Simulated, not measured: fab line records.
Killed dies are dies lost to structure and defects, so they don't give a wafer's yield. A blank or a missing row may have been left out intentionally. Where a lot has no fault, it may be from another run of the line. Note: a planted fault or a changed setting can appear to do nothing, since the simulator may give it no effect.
Struck lot and sound lot, side by side | flow gf180mcu | 15 steps out of a route of 602
Sound: the wafers L700.4, L700.5, L700.6. Wafers struck: L711.1, L711.4, L711.5. Last of all comes the cause.
Per side, at each step with rows, come the tool, then ch with its chambers, and then its first start. Under that, the readings that differ: sound wafers | struck wafers | difference of the means | sigmas: that difference in standard deviations of wafers without a fault.
alike: readings with means less than 2 such deviations apart, plus words and numbers identical on both sides. not compared: withheld readings, readings lacking a value on some wafer, bounds such as >300 that could conceal the same value, and numbers that have no deviation in the record and whose values overlap.
The two part at a step that has a row with sigmas, a row that says differs or no value, or rows on one side only. When numbers do not overlap yet have no deviation, they are printed without sigmas and do not part them. A reading missing from all wafers of one side parts the sides only when that side holds two or more wafers.

first, 1 step without rows for these wafers: GF_VT_IMPLANT_IMPLANT_41.
GF_VT_IMPLANT_STRIP_42: strips in O2/N2.
  sound on plasmaAsher-01 ch 0,1, day 7 21:27; struck on plasmaAsher-01 ch 1, day 11 01:40
  alike: drypumpMotorCurrentA, heaterPowerW, oesProductAu, stripTimeToEndpointS
  not compared: rfHoursCounterH
GF_VT_IMPLANT_TW_MEAS_43:
  sound on filmMetro-02 at day 7 21:33; struck on filmMetro-01 at day 11 01:46
  alike: VT_IMPLANT_4_TW
then, 1 step without rows for these wafers: GF_VT_IMPLANT_CLEAN_44 (cleans in SC1/SC2, time 150 s).
GF_VT_IMPLANT_RTA_45: time 30 s.
  sound on rtpAnneal-01 ch 0, day 7 21:41; struck on rtpAnneal-02 ch 0, day 11 01:52
reading          | sound          | struck         | difference | sigmas
lampPowerPct (%) | 37.9 37.9 37.8 | 34.7 34.7 34.8 | -3.1       | -2
  alike: wafer_temp_C_max
GF_VT_IMPLANT_RS_MEAS_46: measures by four-point-probe.
  sound on filmMetro-01 at day 7 21:47; struck on filmMetro-02 at day 11 01:58
  alike: MVSD_RS
GF_VT_IMPLANT_RS_MEAS_47: measures by four-point-probe.
  sound on filmMetro-01 at day 7 21:55; struck on filmMetro-02 at day 11 02:05
  alike: NWELL_RS
GF_VT_IMPLANT_RS_MEAS_48: measures by four-point-probe.
  sound on filmMetro-01 at day 7 22:02; struck on filmMetro-02 at day 11 02:13
  alike: LVPWELL_RS
GF_VT_IMPLANT_RS_MEAS_49: measures by four-point-probe.
  sound on filmMetro-01 at day 7 22:09; struck on filmMetro-02 at day 11 02:20
  alike: MVPSD_RS
then, 3 steps without rows for these wafers: GF_VT_IMPLANT_WET_ETCH_50 (etches SiO2 in dHF, target depth 20 nm, time 400 s); GF_DUAL_GATE_CLEAN_00 (cleans in SC1/SC2, time 150 s); GF_DUAL_GATE_CLEAN_01 (cleans in dHF, time 20 s).
GF_DUAL_GATE_OXIDATION_02: stabilise 600 s, purge 300 s, target thk 10.887 nm.
  sound on furnace-01 ch 0, day 7 22:31; struck on furnace-02 ch 0, day 12 08:58
reading                | sound          | struck         | difference | sigmas
zonePowerCentrePct (%) | 17.8 17.7 17.5 | 21.4 21.1 20.8 | +3.4       | +2
  alike: spikeTcLowerC
GF_DUAL_GATE_THK_MEAS_03:
  sound on filmMetro-03 at day 7 23:59; struck on filmMetro-03 at day 12 10:24
  alike: DUAL_GATE_OXIDATION_00_THK
GF_PASSIVATION_PROBE_99:
  the record holds rows for the sound wafers here (prober-01, day 29 17:51) but none for the struck ones

== WHERE THEY PART ==
Earliest at GF_VT_IMPLANT_RTA_45; latest, in this record, at GF_PASSIVATION_PROBE_99.

WHY: what had been put in by the simulator
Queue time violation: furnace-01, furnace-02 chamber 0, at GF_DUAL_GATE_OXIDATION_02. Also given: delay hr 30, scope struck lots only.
